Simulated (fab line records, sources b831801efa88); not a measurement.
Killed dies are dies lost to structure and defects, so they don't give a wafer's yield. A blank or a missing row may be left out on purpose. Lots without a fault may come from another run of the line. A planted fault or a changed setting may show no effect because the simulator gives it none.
Tool commonality check | flow sky130 | 13 lots, 39 wafers sampled

WHY IT WAS OPENED
At SKY_LDD_HVN_TW_MEAS_10 the reading LDD_HVN_TW is flagged on 1 of 13 lots. Wafers without a fault read 1444, standard deviation 17.
Rule: a lot is flagged when every wafer of it that has a number lies more than 4 standard deviations from that mean, or none has a number. The other lots count as sound.

lot  | measured     | on            | LDD_HVN_TW, wafer by wafer | flag
L987 | day 20 14:06 | film_metro-02 | 1420 1412 1417             |
L989 | day 21 07:12 | film_metro-02 | 1421 1418 1426             |
L991 | day 21 13:26 | film_metro-02 | 1424 1420 1416             |
L992 | day 22 12:20 | film_metro-02 | 1423 1416 1419             |
L997 | day 24 02:19 | film_metro-04 | 1459 1462 1471             |
L999 | day 24 18:05 | film_metro-02 | 30 30 29                   | FLAGGED
L103 | day 26 09:38 | film_metro-04 | 1456 1456 1456             |
L105 | day 26 23:59 | film_metro-01 | 1453 1444 1450             |
L106 | day 27 02:00 | film_metro-02 | 1425 1420 1425             |
L107 | day 27 08:36 | film_metro-04 | 1461 1465 1465             |
L108 | day 27 20:56 | film_metro-04 | 1456 1455 1448             |
L109 | day 28 00:27 | film_metro-01 | 1440 1443 1440             |
L110 | day 28 13:16 | film_metro-04 | 1466 1462 1455             |
The numbers of the flagged lots are 30 on average: -1414 against the usual, or -83 standard deviations.

WHICH TOOL RAN EACH LOT
The record holds 2 process steps before the reading, out of a route of 708 steps. In each cell: the tool, then ch and the chambers that the sampled wafers went through, then the start.
lot  | flag    | SKY_LDD_P_STRIP_10                   | SKY_LDD_HVN_STRIP_09
L987 |         | plasma_asher-01 ch 0,1, day 19 07:32 | plasma_asher-04 ch 0,1, day 20 14:00
L989 |         | plasma_asher-01 ch 0,1, day 19 23:56 | plasma_asher-03 ch 0,1, day 21 07:06
L991 |         | plasma_asher-04 ch 0,1, day 20 06:35 | plasma_asher-03 ch 0,1, day 21 13:20
L992 |         | plasma_asher-02 ch 0,1, day 21 05:40 | plasma_asher-04 ch 0,1, day 22 12:14
L997 |         | plasma_asher-02 ch 1, day 22 19:58   | plasma_asher-03 ch 0,1, day 24 02:12
L999 | FLAGGED | plasma_asher-01 ch 0,1, day 23 12:09 | plasma_asher-03 ch 0,1, day 24 17:59
L103 |         | plasma_asher-02 ch 0,1, day 25 04:12 | plasma_asher-03 ch 1, day 26 09:32
L105 |         | plasma_asher-01 ch 1, day 25 18:38   | plasma_asher-01 ch 0,1, day 26 23:53
L106 |         | plasma_asher-01 ch 0,1, day 25 20:23 | plasma_asher-04 ch 0,1, day 27 01:54
L107 |         | plasma_asher-02 ch 0,1, day 26 02:52 | plasma_asher-04 ch 0,1, day 27 08:31
L108 |         | plasma_asher-04 ch 0, day 26 15:50   | plasma_asher-03 ch 0,1, day 27 20:50
L109 |         | plasma_asher-02 ch 1, day 26 19:16   | plasma_asher-01 ch 0,1, day 28 00:21
L110 |         | plasma_asher-02 ch 0,1, day 27 08:00 | plasma_asher-01 ch 0,1, day 28 13:09
What these steps do:
- SKY_LDD_P_STRIP_10: strips in O2/N2.
- SKY_LDD_HVN_STRIP_09: strips in O2/N2.
- SKY_LDD_HVN_TW_MEAS_10

FLAGGED OVER TOTAL, TOOL BY TOOL (the gauges that took the reading come last)
step                   | tool            | lots run | flagged | share of the flagged lots | sound lots run after its first flagged lot
SKY_LDD_P_STRIP_10     | plasma_asher-01 | 5        | 1       | all                       | 2 (L105,L106)
SKY_LDD_P_STRIP_10     | plasma_asher-02 | 6        | 0       | none                      | -
SKY_LDD_P_STRIP_10     | plasma_asher-04 | 2        | 0       | none                      | -
SKY_LDD_HVN_STRIP_09   | plasma_asher-01 | 3        | 0       | none                      | -
SKY_LDD_HVN_STRIP_09   | plasma_asher-03 | 6        | 1       | all                       | 2 (L103,L108)
SKY_LDD_HVN_STRIP_09   | plasma_asher-04 | 4        | 0       | none                      | -
SKY_LDD_HVN_TW_MEAS_10 | film_metro-01   | 2        | 0       | none                      | -
SKY_LDD_HVN_TW_MEAS_10 | film_metro-02   | 6        | 1       | all                       | 1 (L106)
SKY_LDD_HVN_TW_MEAS_10 | film_metro-04   | 5        | 0       | none                      | -

WHAT THE TABLE ALLOWS
3 rows of the table ran every flagged lot: plasma_asher-01 at SKY_LDD_P_STRIP_10, plasma_asher-03 at SKY_LDD_HVN_STRIP_09, film_metro-02 at SKY_LDD_HVN_TW_MEAS_10.
- plasma_asher-01 at SKY_LDD_P_STRIP_10: 1 of its 5 lots flagged. Sound lots ran on it after the first flagged one (L105, L106), which a lasting fault on the whole tool wouldn't allow. Its own readings lie more than 4 standard deviations out on every wafer of the flagged lots: oes_product_au.
- plasma_asher-03 at SKY_LDD_HVN_STRIP_09: 1 of its 6 lots flagged. Sound lots ran on it after the first flagged one (L103, L108), which a lasting fault on the whole tool wouldn't allow. Its own readings lie more than 4 standard deviations out on every wafer of the flagged lots: oes_product_au, strip_time_to_endpoint_s.
- film_metro-02 at SKY_LDD_HVN_TW_MEAS_10: 1 of its 6 lots flagged. Sound lots ran on it after the first flagged one (L106), which a lasting fault on the whole tool wouldn't allow.
No row of the table ran every flagged lot and no sound lot after the first.

WHAT THE SIMULATOR HAD PUT IN
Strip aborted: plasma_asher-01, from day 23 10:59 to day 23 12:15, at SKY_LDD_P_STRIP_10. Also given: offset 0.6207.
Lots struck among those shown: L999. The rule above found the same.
